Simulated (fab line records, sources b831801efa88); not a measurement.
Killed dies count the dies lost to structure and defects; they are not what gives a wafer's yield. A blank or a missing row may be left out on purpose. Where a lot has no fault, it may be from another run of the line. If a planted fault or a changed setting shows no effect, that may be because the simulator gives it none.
fab line records	flow sky130
record: lots: 24	wafers: 72	lastDay: 50
route steps=708 shown SPACER@306 VIA1@460 METAL2@484 METAL3@569 VIA4@640
lots with no fault: from the same line, run without faults
startH: hours from the record's first day to the start of the lot's first wafer shown	waitH: how many hours have passed since the lot's step before this one	" same as the row above	L1.1+2: a row that stands for several wafers	- no value present, or no start provided	* or withheld: withheld	< > ~ a bound
route shown NAME@n: names a module that has steps shown in the file, with the first one's number in the route	usual: mean/standard deviation taken from wafers without a fault	same: alike in all rows	chamber/n: place in a boat	sites: readings site by site	_std_site: the standard deviation of these	_edge_site: inner sites' mean taken away from outer sites' mean	radiusMm: how far each site lies from the wafer's centre	mask NAME#n: copy n	behind: the tool/chamber that last shaped the wafer	hold: reason for holding the lot/hours on hold/outcome of the hold	device: the n, p or np transistor that did not switch	end of line: tests run on the same wafers once the route is complete	step lacking rows: just its recipe	killed: the dies lost at the first sort to structure and to defects; this is not the yield of the wafer	map: dies across one wafer; x = killed, . = not, _ = none there
set.NAME: setting as actually run; set.NAME@STEP: the setting as run at that earlier step	model.NAME: the simulator's own value behind a step, which no gauge read
the route's steps for a sample of lots (tables are steps, rows are wafers)
services: from which hour (startH, from the record's first day; less than 0 if before it) a tool's chamber was out of use, for how many hours, and why
== steps ==
step: SKY_SPACER_ETCHBACK_02
recipe: chemistry: CH3F/O2	target: Si3N4	stopOn: SiO2	sourceW: 400	biasW: 80	pressureMtorr: 25	ch3fFlowSccm: 40	O2_flow_sccm: 30	timeS: 46.7	targetDepthA: 450
usual: drypumpMotorCurrentA: 5.9/0.35	oesProductAu: 0.856/0.0061	throttleValvePct: 10.562/0.0098
lot.wafer	tool	chamber	startH	waitH	drypumpMotorCurrentA	oesProductAu	rfHoursCounterH	throttleValvePct
L074.3	rieDiel-02	2	519.61	0.0	5.8	0.857	86	10.564
L074.4	"	0	"	"	6.3	0.850	85	10.559
L074.6	"	3	"	"	5.6	0.849	-	10.557
L075.2	rieDiel-04	1	531.11	0.1	6.5	0.857	-	10.563
L075.4	"	1	"	"	6.4	0.856	-	10.579
L075.6	"	1	"	"	6.5	0.861	-	10.572
L076.1	rieDiel-02	1	567.33	0.1	5.7	0.862	7	10.567
L076.2	"	3	"	"	5.6	0.855	66	10.563
L076.6	"	1	"	"	5.7	0.855	-	10.542
L077.1	rieDiel-04	0	567.33	0.1	6.6	0.853	6	10.563
L077.2	"	3	"	"	5.3	0.859	2	10.568
L077.4	"	2	"	"	5.4	0.868	8	10.565
L078.2	rieDiel-01	0	567.33	0.0	5.9	0.850	46	10.552
L078.4	"	3	"	"	6.2	0.855	-	10.582
L078.5	"	2	"	"	5.6	0.859	-	10.555
L079.1	rieDiel-01	0	570.94	0.1	5.9	0.873	46	10.553
L079.3	"	3	"	"	6.2	0.862	11	10.564
L079.5	"	0	"	"	5.9	0.868	-	10.572
L080.2	rieDiel-04	3	577.32	0.0	5.3	0.850	3	10.572
L080.3	"	0	"	"	6.6	0.852	6	10.570
L080.4	"	2	"	"	5.4	0.856	8	10.561
L081.1	rieDiel-01	0	600.22	0.1	5.9	0.864	46	10.562
L081.3	"	1	"	"	5.6	0.862	43	10.561
L081.6	"	1	"	"	5.6	0.858	-	10.560
L082.1	rieDiel-02	3	601.45	0.1	5.6	0.854	67	10.568
L082.4	"	1	"	"	5.7	0.857	7	10.560
L082.5	"	3	"	"	5.6	0.860	-	10.550
L083.1	rieDiel-02	1	607.06	0.1	5.7	0.859	7	10.566
L083.5	"	0	"	"	6.3	0.857	-	10.560
L083.6	"	3	"	"	5.6	0.858	-	10.550
L084.2	rieDiel-01	1	612.91	0.0	5.6	0.849	43	10.540
L084.3	"	3	"	"	6.2	0.847	12	10.561
L084.4	"	0	"	"	5.9	0.862	47	10.534
L085.1	rieDiel-01	3	623.35	0.1	6.2	0.850	12	10.555
L085.3	"	1	"	"	5.6	0.861	43	10.572
L085.4	"	2	"	"	5.6	0.852	10	10.577
L086.2	rieDiel-02	0	627.48	0.0	6.3	0.866	1	10.574
L086.3	"	2	"	"	5.8	0.858	2	10.565
L086.5	"	2	"	"	5.8	0.863	-	10.553
L087.2	rieDiel-02	2	638.15	0.0	5.8	0.848	2	10.546
L087.4	"	2	"	"	5.8	0.859	-	10.574
L087.6	"	1	"	"	5.7	0.857	-	10.551
L088.2	rieDiel-04	2	650.41	0.0	5.4	0.852	9	10.563
L088.4	"	3	"	"	5.2	0.852	4	10.566
L088.5	"	1	"	"	6.4	0.849	-	10.549
L089.2	rieDiel-02	0	657.95	0.0	6.2	0.850	2	10.583
L089.3	"	1	"	"	5.7	0.847	9	10.576
L089.6	"	2	"	"	5.8	0.846	-	10.579
L090.2	rieDiel-02	0	666.81	0.0	6.2	0.855	2	10.556
L090.3	"	1	"	"	5.8	0.858	9	10.561
L090.5	"	3	"	"	5.6	0.871	-	10.563
L091.2	rieDiel-04	1	671.78	0.0	6.4	0.860	4	10.568
L091.3	"	0	"	"	6.6	0.856	8	10.571
L091.5	"	1	"	"	6.3	0.859	-	10.569
L092.3	rieDiel-02	3	676.39	0.0	5.6	0.851	0	10.547
L092.5	"	3	"	"	5.6	0.848	-	10.568
L092.6	"	0	"	"	6.2	0.851	-	10.563
L093.1	rieDiel-01	0	695.47	0.1	5.9	0.854	49	10.585
L093.3	"	3	"	"	6.2	0.860	14	10.546
L093.6	"	2	"	"	5.5	0.854	-	10.554
L094.3	rieDiel-02	2	698.38	0.0	5.8	0.857	4	10.548
L094.4	"	1	"	"	5.7	0.856	9	10.577
L094.6	"	1	"	"	5.7	0.856	-	10.583
L095.2	rieDiel-02	2	705.79	0.0	5.8	0.850	4	10.567
L095.3	"	1	"	"	5.7	0.851	10	10.566
L095.5	"	0	"	"	6.3	0.851	-	10.566
L097.2	rieDiel-01	3	744.04	0.0	6.2	0.856	15	10.567
L097.4	"	0	"	"	5.9	0.850	-	10.548
L097.6	"	2	"	"	5.6	0.858	-	10.563
L096.3	rieDiel-02	3	745.60	0.0	5.6	0.861	1	10.556
L096.5	"	2	"	"	5.8	0.852	-	10.559
L096.6	"	3	"	"	5.6	0.855	-	10.571
step: SKY_VIA1_CMP_02
recipe: material: SiO2	downForcePsi: 4	platenRpm: 60	padVelocityMS: 0.94248
usual: headPressurePsi: 4.000/0.0085	motorCurrentA: 12.4/1.1
lot.wafer	tool	chamber	startH	waitH	headPressurePsi	motorCurrentA
L074.3	cmp-01	1	755.33	0.1	4.009	13.8
L074.4	"	2	"	"	3.997	13.2
L074.6	"	0	"	"	3.999	10.8
L075.2	cmp-01	3	765.65	0.2	4.002	11.5
L075.4	"	1	"	"	4.009	14.2
L075.6	"	3	"	"	3.992	12.0
L076.2	cmp-02	3	797.11	0.2	3.983	13.6
L076.1	"	0	"	"	4.000	12.7
L076.6	"	0	"	"	3.998	12.3
L078.2	cmp-02	0	798.67	0.1	4.008	12.7
L078.4	"	1	"	"	4.014	11.3
L078.5	"	2	"	"	3.992	13.0
L077.2	cmp-02	1	799.95	0.0	4.003	10.4
L077.1	"	2	"	"	3.999	13.0
L077.4	"	3	"	"	4.011	13.8
L079.3	cmp-02	1	801.23	0.1	3.994	10.3
L079.1	"	2	"	"	4.005	13.3
L079.5	"	0	"	"	3.994	12.0
L080.3	cmp-01	1	808.98	0.0	3.997	14.4
L080.2	"	3	"	"	3.987	11.7
L080.4	"	0	"	"	3.986	11.5
L081.1	cmp-02	3	828.74	0.1	4.009	14.2
L081.3	"	0	"	"	4.002	12.6
L081.6	"	3	"	"	4.010	13.0
L082.1	cmp-02	1	830.16	0.1	3.984	10.8
L082.4	"	2	"	"	4.015	13.6
L082.5	"	1	"	"	3.994	11.4
L083.1	cmp-02	0	833.39	0.1	3.997	11.9
L083.6	"	0	"	"	4.000	11.6
L083.5	"	1	"	"	3.996	11.0
L084.3	cmp-02	3	838.28	0.1	3.999	13.0
L084.4	"	0	"	"	3.984	12.4
L084.2	"	1	"	"	3.990	10.6
L085.4	cmp-02	3	849.05	0.3	3.993	12.9
L085.3	"	0	"	"	3.999	12.1
L085.1	"	2	"	"	3.996	12.6
L086.2	cmp-02	3	850.57	0.2	4.008	14.1
L086.3	"	1	"	"	3.997	10.7
L086.5	"	0	"	"	4.000	12.2
L087.4	cmp-02	1	865.44	0.1	4.013	10.7
L087.2	"	3	"	"	4.005	12.5
L087.6	"	1	"	"	3.998	10.9
L088.4	cmp-01	1	873.91	0.0	4.006	14.0
L088.2	"	2	"	"	4.016	13.7
L088.5	"	1	"	"	4.014	14.2
L089.2	cmp-01	0	880.84	0.0	3.998	11.5
L089.3	"	3	"	"	4.004	11.2
L089.6	"	1	"	"	3.993	15.1
L090.2	cmp-01	2	887.83	0.1	3.986	13.5
L090.3	"	3	"	"	4.002	10.8
L090.5	"	2	"	"	3.987	13.3
L091.2	cmp-01	1	896.46	0.1	4.001	13.1
L091.3	"	2	"	"	3.991	13.1
L091.5	"	0	"	"	4.007	11.6
L092.3	cmp-02	1	897.78	0.1	4.003	10.9
L092.6	"	0	"	"	4.009	12.1
L092.5	"	1	"	"	3.999	10.5
L093.1	cmp-02	2	915.61	0.1	3.996	12.7
L093.3	"	3	"	"	3.996	13.1
L093.6	"	3	"	"	3.995	13.8
L094.4	cmp-02	3	917.77	0.0	3.995	13.0
L094.3	"	0	"	"	3.997	11.9
L094.6	"	0	"	"	4.006	11.9
L095.3	cmp-01	0	924.58	0.1	3.999	11.8
L095.2	"	2	"	"	4.015	12.5
L095.5	"	3	"	"	4.006	10.8
L097.4	cmp-01	0	958.63	0.1	3.996	11.4
L097.2	"	1	"	"	3.995	14.2
L097.6	"	3	"	"	4.011	11.0
L096.3	cmp-01	0	961.03	0.2	4.013	11.8
L096.6	"	1	"	"	3.993	14.0
L096.5	"	2	"	"	3.997	12.7
step: SKY_METAL2_SPUTTER_01
recipe: material: TiN	targetThkNm: 20	powerW: 6500	timeS: 16.7	chamberPressurePa: 0.4
usual: throttleValvePct: 30.5/0.81
lot.wafer	tool	chamber	startH	waitH	throttleValvePct
L074.3	pvdSputter-03	-	783.79	0.0	30.3
L074.4	"	-	"	"	28.9
L074.6	"	-	"	"	28.5
L075.2	pvdSputter-04	-	792.95	0.0	29.4
L075.4	"	-	"	"	30.8
L075.6	"	-	"	"	31.0
L076.1	pvdSputter-01	-	825.08	0.0	30.8
L076.2	"	-	"	"	31.4
L076.6	"	-	"	"	31.1
L078.2	pvdSputter-03	-	826.54	0.0	29.0
L078.4	"	-	"	"	30.6
L078.5	"	-	"	"	30.2
L077.1	pvdSputter-01	-	828.43	0.0	31.1
L077.2	"	-	"	"	31.0
L077.4	"	-	"	"	31.1
L079.1	pvdSputter-04	-	829.39	0.0	31.0
L079.3	"	-	"	"	29.7
L079.5	"	-	"	"	30.9
L080.2	pvdSputter-04	-	837.30	0.0	31.8
L080.3	"	-	"	"	29.6
L080.4	"	-	"	"	29.6
L081.1	pvdSputter-01	-	857.39	0.0	30.8
L081.3	"	-	"	"	30.9
L081.6	"	-	"	"	31.4
L082.1	pvdSputter-04	-	858.18	0.0	29.7
L082.4	"	-	"	"	30.9
L082.5	"	-	"	"	30.6
L083.1	pvdSputter-01	-	861.29	0.0	31.3
L083.5	"	-	"	"	30.7
L083.6	"	-	"	"	30.9
L084.2	pvdSputter-01	-	865.95	0.0	31.1
L084.3	"	-	"	"	30.8
L084.4	"	-	"	"	30.7
L085.1	pvdSputter-01	-	876.89	0.0	31.1
L085.3	"	-	"	"	30.6
L085.4	"	-	"	"	30.7
L086.2	pvdSputter-03	-	879.18	0.0	29.1
L086.3	"	-	"	"	30.0
L086.5	"	-	"	"	29.8
L087.2	pvdSputter-01	-	893.20	0.0	30.8
L087.4	"	-	"	"	31.4
L087.6	"	-	"	"	30.9
L088.2	pvdSputter-03	-	901.30	0.0	30.5
L088.4	"	-	"	"	28.6
L088.5	"	-	"	"	30.0
L089.2	pvdSputter-01	-	908.27	0.0	30.7
L089.3	"	-	"	"	30.9
L089.6	"	-	"	"	30.9
L090.2	pvdSputter-03	-	915.04	0.0	30.3
L090.3	"	-	"	"	29.2
L090.5	"	-	"	"	30.0
L091.2	pvdSputter-01	-	923.65	0.0	31.0
L091.3	"	-	"	"	30.8
L091.5	"	-	"	"	30.9
L092.3	pvdSputter-03	-	924.83	0.0	28.7
L092.5	"	-	"	"	30.0
L092.6	"	-	"	"	28.5
L093.1	pvdSputter-01	-	941.75	0.0	31.4
L093.3	"	-	"	"	30.8
L093.6	"	-	"	"	30.9
L094.3	pvdSputter-01	-	944.62	0.0	30.7
L094.4	"	-	"	"	30.7
L094.6	"	-	"	"	30.6
L095.2	pvdSputter-04	-	950.65	0.0	32.0
L095.3	"	-	"	"	31.0
L095.5	"	-	"	"	31.6
L097.2	pvdSputter-01	-	983.95	0.0	30.9
L097.4	"	-	"	"	31.3
L097.6	"	-	"	"	31.0
L096.3	pvdSputter-01	-	986.47	0.0	30.9
L096.5	"	-	"	"	31.1
L096.6	"	-	"	"	30.5
step: SKY_METAL3_STRIP_19
recipe: chemistry: O2/N2	powerW: 1400	pressureMtorr: 1500	platenTempC: withheld	o2FlowSccm: 3000	n2FlowSccm: 300	overashFraction: 0.5
usual: drypumpMotorCurrentA: 5.9/0.31	oesProductAu: 0.505/0.0058	stripTimeToEndpointS: 6.58/0.075
lot.wafer	tool	chamber	startH	waitH	drypumpMotorCurrentA	oesProductAu	rfHoursCounterH	stripTimeToEndpointS
L074.3	plasmaAsher-02	0	893.17	0.1	5.8	0.494	-	6.39
L074.4	"	1	"	"	6.1	0.496	-	6.57
L074.6	"	1	"	"	6.1	0.491	-	6.45
L075.2	plasmaAsher-02	1	902.89	0.1	6.1	0.510	80	6.57
L075.4	"	1	"	"	6.1	0.511	-	6.53
L075.6	"	0	"	"	5.7	0.496	-	6.53
L076.1	plasmaAsher-03	0	931.71	0.3	5.5	0.514	20	6.64
L076.2	"	1	"	"	6.4	0.507	20	6.64
L076.6	"	0	"	"	5.6	0.501	-	6.62
L078.2	plasmaAsher-02	1	933.75	0.1	6.1	0.511	83	6.67
L078.4	"	0	"	"	5.7	0.505	-	6.59
L078.5	"	1	"	"	6.1	0.512	-	6.67
L077.1	plasmaAsher-02	0	935.02	0.1	5.8	0.512	83	6.66
L077.2	"	1	"	"	6.1	0.511	83	6.62
L077.4	"	0	"	"	5.8	0.508	-	6.68
L079.1	plasmaAsher-03	0	936.91	0.3	5.6	0.500	20	6.52
L079.3	"	0	"	"	5.6	0.491	-	6.52
L079.5	"	1	"	"	6.4	0.508	-	6.54
L080.2	plasmaAsher-03	1	943.39	0.1	6.3	0.512	21	6.64
L080.3	"	0	"	"	5.5	0.506	-	6.68
L080.4	"	1	"	"	6.3	0.508	-	6.65
L081.1	plasmaAsher-02	1	962.78	0.1	6.1	0.507	86	6.62
L081.3	"	1	"	"	6.1	0.495	-	6.53
L081.6	"	0	"	"	5.7	0.511	-	6.60
L082.1	plasmaAsher-03	1	963.13	0.1	6.3	0.508	23	6.70
L082.4	"	1	"	"	6.3	0.511	-	6.61
L082.5	"	0	"	"	5.6	0.504	-	6.65
L083.1	plasmaAsher-01	0	966.02	0.1	6.2	0.501	110	6.48
L083.5	"	0	"	"	6.2	0.505	-	6.60
L083.6	"	1	"	"	5.6	0.505	-	6.52
L084.2	plasmaAsher-01	0	970.99	0.1	6.2	0.508	111	6.63
L084.3	"	0	"	"	6.2	0.507	-	6.66
L084.4	"	1	"	"	5.6	0.498	-	6.58
L085.1	plasmaAsher-03	1	980.78	0.1	6.3	0.506	25	6.61
L085.3	"	1	"	"	6.3	0.512	-	6.66
L085.4	"	0	"	"	5.6	0.508	-	6.66
L086.2	plasmaAsher-02	1	982.59	0.1	6.1	0.509	88	6.63
L086.3	"	1	"	"	6.0	0.506	-	6.65
L086.5	"	1	"	"	6.1	0.501	-	6.55
L087.2	plasmaAsher-02	0	995.48	0.1	5.8	0.501	89	6.65
L087.4	"	0	"	"	5.8	0.515	-	6.55
L087.6	"	1	"	"	6.0	0.500	-	6.61
L088.2	plasmaAsher-03	1	1001.88	0.1	6.3	0.501	27	6.65
L088.4	"	1	"	"	6.3	0.513	-	6.62
L088.5	"	0	"	"	5.6	0.502	-	6.65
L089.2	plasmaAsher-03	0	1008.87	0.1	5.6	0.512	28	6.71
L089.3	"	0	"	"	5.6	0.505	-	6.76
L089.6	"	0	"	"	5.6	0.510	-	6.74
L090.2	plasmaAsher-03	1	1015.84	0.1	6.4	0.510	28	6.61
L090.3	"	1	"	"	6.3	0.509	-	6.51
L090.5	"	1	"	"	6.3	0.506	-	6.62
L091.2	plasmaAsher-03	1	1022.08	0.1	6.3	0.499	29	6.47
L091.3	"	1	"	"	6.3	0.490	-	6.50
L091.5	"	0	"	"	5.6	0.499	-	6.53
L092.3	plasmaAsher-02	0	1023.02	0.1	5.8	0.517	-	6.70
L092.5	"	0	"	"	5.8	0.502	-	6.62
L092.6	"	1	"	"	6.1	0.513	-	6.58
L093.1	plasmaAsher-03	0	1042.25	0.3	5.6	0.509	31	6.48
L093.3	"	1	"	"	6.3	0.507	-	6.48
L093.6	"	0	"	"	5.5	0.498	-	6.49
L094.3	plasmaAsher-03	1	1042.95	0.1	6.3	0.506	-	6.54
L094.4	"	0	"	"	5.6	0.504	-	6.57
L094.6	"	1	"	"	6.4	0.499	-	6.46
L095.2	plasmaAsher-02	0	1047.37	0.1	5.8	0.506	94	6.51
L095.3	"	0	"	"	5.8	0.503	-	6.47
L095.5	"	0	"	"	5.8	0.495	-	6.49
L097.2	plasmaAsher-03	0	1076.63	0.1	5.6	0.505	35	6.62
L097.4	"	0	"	"	5.5	0.506	-	6.61
L097.6	"	1	"	"	6.4	0.503	-	6.62
L096.3	plasmaAsher-02	0	1080.56	0.1	5.8	0.504	-	6.46
L096.5	"	1	"	"	6.1	0.507	-	6.57
L096.6	"	0	"	"	5.8	0.497	-	6.50
step: SKY_VIA4_THK_MEAS_01
recipe: reads: SiO2_of_VIA4_HDPCVD_00
usual: VIA4_HDPCVD_THK: 1758/16
lot.wafer	tool	chamber	startH	waitH	VIA4_HDPCVD_THK[nm]
L074.3	filmMetro-03	-	971.25	0.1	1757
L074.4	"	-	"	"	1735
L074.6	"	-	"	"	1730
L075.2	filmMetro-01	-	980.69	0.1	1771
L075.4	"	-	"	"	1779
L075.6	"	-	"	"	1769
L076.1	filmMetro-02	-	1007.31	0.1	1738
L076.2	"	-	"	"	1747
L076.6	"	-	"	"	1742
L078.2	filmMetro-03	-	1010.10	0.1	1755
L078.4	"	-	"	"	1760
L078.5	"	-	"	"	1750
L077.1	filmMetro-02	-	1011.14	0.1	1768
L077.2	"	-	"	"	1734
L077.4	"	-	"	"	1769
L079.1	filmMetro-01	-	1012.47	0.1	1754
L079.3	"	-	"	"	1772
L079.5	"	-	"	"	1790
L080.2	filmMetro-01	-	1019.84	0.1	1775
L080.3	"	-	"	"	1778
L080.4	"	-	"	"	1766
L081.1	filmMetro-01	-	1038.54	0.1	1744
L081.3	"	-	"	"	1763
L081.6	"	-	"	"	1785
L082.1	filmMetro-03	-	1039.42	0.1	1742
L082.4	"	-	"	"	1758
L082.5	"	-	"	"	1783
L083.1	filmMetro-03	-	1042.72	0.1	1749
L083.5	"	-	"	"	1740
L083.6	"	-	"	"	1736
L084.2	filmMetro-02	-	1045.30	0.1	1770
L084.3	"	-	"	"	1747
L084.4	"	-	"	"	1740
L085.1	filmMetro-01	-	1053.26	0.1	1776
L085.3	"	-	"	"	1769
L085.4	"	-	"	"	1770
L086.2	filmMetro-01	-	1053.89	0.1	1738
L086.3	"	-	"	"	1753
L086.5	"	-	"	"	1756
L087.2	filmMetro-02	-	1068.30	0.1	1756
L087.4	"	-	"	"	1765
L087.6	"	-	"	"	1774
L088.2	filmMetro-01	-	1073.12	0.1	1793
L088.4	"	-	"	"	1774
L088.5	"	-	"	"	1780
L089.2	filmMetro-03	-	1078.48	0.1	1768
L089.3	"	-	"	"	1761
L089.6	"	-	"	"	1772
L090.2	filmMetro-01	-	1087.27	0.1	1758
L090.3	"	-	"	"	1754
L090.5	"	-	"	"	1747
L091.2	filmMetro-03	-	1092.79	0.1	1736
L091.3	"	-	"	"	1758
L091.5	"	-	"	"	1766
L092.3	filmMetro-02	-	1093.04	0.1	1769
L092.5	"	-	"	"	1760
L092.6	"	-	"	"	1755
L093.1	filmMetro-02	-	1108.22	0.1	1752
L093.3	"	-	"	"	1770
L093.6	"	-	"	"	1746
L094.3	filmMetro-03	-	1110.89	0.1	1747
L094.4	"	-	"	"	1746
L094.6	"	-	"	"	1723
L095.2	filmMetro-01	-	1113.88	0.1	1739
L095.3	"	-	"	"	1751
L095.5	"	-	"	"	1751
L097.2	filmMetro-01	-	1139.09	0.1	1736
L097.4	"	-	"	"	1738
L097.6	"	-	"	"	1750
L096.3	filmMetro-02	-	1142.38	0.1	1758
L096.5	"	-	"	"	1766
L096.6	"	-	"	"	1776
step: SKY_VIA4_STRIP_13
recipe: chemistry: O2/N2	powerW: 1400	pressureMtorr: 1500	platenTempC: withheld	o2FlowSccm: 3000	n2FlowSccm: 300	overashFraction: 0.5
usual: drypumpMotorCurrentA: 5.92/0.25	oesProductAu: 0.709/0.0047	stripTimeToEndpointS: 12.82/0.035
lot.wafer	tool	chamber	startH	waitH	drypumpMotorCurrentA	oesProductAu	rfHoursCounterH	stripTimeToEndpointS
L074.3	plasmaAsher-01	0	995.79	-	6.20	0.708	-	12.81
L074.4	"	1	"	"	5.56	0.720	-	12.82
L074.6	"	0	"	"	6.22	0.707	-	12.76
L075.2	plasmaAsher-01	0	1003.40	-	6.20	0.713	114	12.85
L075.4	"	1	"	"	5.56	0.710	-	12.78
L075.6	"	1	"	"	5.56	0.709	-	12.83
L076.1	plasmaAsher-01	1	1030.05	-	5.55	0.711	117	12.79
L076.2	"	0	"	"	6.20	0.708	117	12.77
L076.6	"	0	"	"	6.21	0.712	-	12.77
L078.2	plasmaAsher-02	1	1032.71	-	6.03	0.709	92	12.85
L078.4	"	1	"	"	6.03	0.715	-	12.78
L078.5	"	0	"	"	5.80	0.702	-	12.88
L077.1	plasmaAsher-03	1	1034.00	-	6.32	0.717	30	12.87
L077.2	"	0	"	"	5.55	0.707	30	12.90
L077.4	"	0	"	"	5.57	0.705	-	12.86
L079.1	plasmaAsher-02	1	1035.70	-	6.05	0.711	93	12.82
L079.3	"	0	"	"	5.81	0.702	-	12.83
L079.5	"	0	"	"	5.80	0.700	-	12.75
L080.2	plasmaAsher-02	0	1043.40	-	5.76	0.717	94	12.81
L080.3	"	1	"	"	6.08	0.715	-	12.81
L080.4	"	0	"	"	5.76	0.710	-	12.84
L081.1	plasmaAsher-02	1	1059.35	-	6.10	0.704	95	12.85
L081.3	"	1	"	"	6.05	0.717	-	12.80
L081.6	"	1	"	"	6.10	0.712	-	12.78
L082.1	plasmaAsher-02	1	1061.65	-	6.08	0.713	96	12.76
L082.4	"	0	"	"	5.76	0.709	-	12.81
L082.5	"	0	"	"	5.77	0.706	-	12.78
L083.1	plasmaAsher-03	1	1064.21	-	6.36	0.714	34	12.81
L083.5	"	1	"	"	6.34	0.702	-	12.78
L083.6	"	0	"	"	5.57	0.708	-	12.85
L084.2	plasmaAsher-01	0	1067.20	-	6.21	0.713	0	12.81
L084.3	"	1	"	"	5.58	0.710	-	12.82
L084.4	"	0	"	"	6.19	0.710	-	12.81
L085.1	plasmaAsher-02	0	1074.56	-	5.80	0.704	97	12.83
L085.3	"	0	"	"	5.82	0.716	-	12.80
L085.4	"	1	"	"	6.00	0.713	-	12.81
L086.2	plasmaAsher-01	0	1075.10	-	6.18	0.708	1	12.83
L086.3	"	1	"	"	5.58	0.709	-	12.80
L086.5	"	1	"	"	5.57	0.709	-	12.84
L087.2	plasmaAsher-02	0	1089.50	-	5.76	0.708	99	12.83
L087.4	"	0	"	"	5.76	0.706	-	12.90
L087.6	"	0	"	"	5.77	0.715	-	12.93
L088.2	plasmaAsher-03	1	1094.10	-	6.35	0.709	37	12.83
L088.4	"	1	"	"	6.32	0.707	-	12.79
L088.5	"	1	"	"	6.33	0.702	-	12.82
L089.2	plasmaAsher-02	1	1098.86	-	6.07	0.713	99	12.86
L089.3	"	1	"	"	6.10	0.716	-	12.80
L089.6	"	0	"	"	5.82	0.707	-	12.81
L090.2	plasmaAsher-02	0	1108.16	-	5.82	0.704	100	12.77
L090.3	"	0	"	"	5.79	0.715	-	12.83
L090.5	"	1	"	"	6.07	0.709	-	12.78
L091.2	plasmaAsher-02	0	1114.30	-	5.78	0.710	101	12.84
L091.3	"	1	"	"	6.07	0.701	-	12.82
L091.5	"	0	"	"	5.77	0.709	-	12.81
L092.3	plasmaAsher-02	1	1115.44	-	6.06	0.712	-	12.77
L092.5	"	1	"	"	6.08	0.719	-	12.82
L092.6	"	0	"	"	5.79	0.715	-	12.83
L093.1	plasmaAsher-02	0	1126.55	-	5.80	0.708	102	12.79
L093.3	"	1	"	"	6.05	0.705	-	12.77
L093.6	"	1	"	"	6.06	0.705	-	12.84
L094.3	plasmaAsher-02	0	1129.15	-	5.77	0.714	-	12.89
L094.4	"	1	"	"	6.07	0.711	-	12.81
L094.6	"	1	"	"	6.08	0.714	-	12.75
L095.2	plasmaAsher-01	1	1132.80	-	5.55	0.712	7	12.86
L095.3	"	1	"	"	5.55	0.716	-	12.84
L095.5	"	1	"	"	5.56	0.702	-	12.81
L097.2	plasmaAsher-02	0	1157.01	-	5.76	0.711	105	12.81
L097.4	"	1	"	"	6.08	0.708	-	12.80
L097.6	"	0	"	"	5.76	0.708	-	12.78
L096.3	plasmaAsher-03	1	1160.24	-	6.33	0.710	-	12.75
L096.5	"	0	"	"	5.55	0.708	-	12.77
L096.6	"	1	"	"	6.32	0.714	-	12.78
== services ==
tool	chamber	startH	hours	kind
plasmaAsher-03	-	497.83	2.8	pm
cmp-02	-	529.44	8.3	repair
plasmaAsher-03	-	606.38	2.1	repair
cmp-02	-	663.02	1.0	repair
plasmaAsher-02	-	682.94	0.7	repair
plasmaAsher-02	-	689.13	0.6	repair
cmp-02	-	717.35	4.5	pm
plasmaAsher-03	-	733.75	9.0	pm
cmp-02	-	735.13	5.7	pm
cmp-02	-	745.24	4.0	pm
cmp-02	-	757.26	14.4	pm
cmp-02	-	794.43	1.6	repair
plasmaAsher-02	-	866.02	2.0	repair
cmp-02	-	901.17	2.3	repair
cmp-02	-	931.80	2.9	repair
plasmaAsher-03	-	969.71	0.7	repair
cmp-02	-	987.11	2.2	repair
plasmaAsher-02	-	1004.51	6.5	repair
cmp-02	-	1008.99	1.9	repair
cmp-02	-	1025.09	1.5	repair
cmp-02	-	1085.48	4.0	pm
cmp-02	-	1089.48	5.4	pm
plasmaAsher-03	-	1110.74	3.6	repair
plasmaAsher-02	-	1159.88	2.8	pm
== key ==
fault none
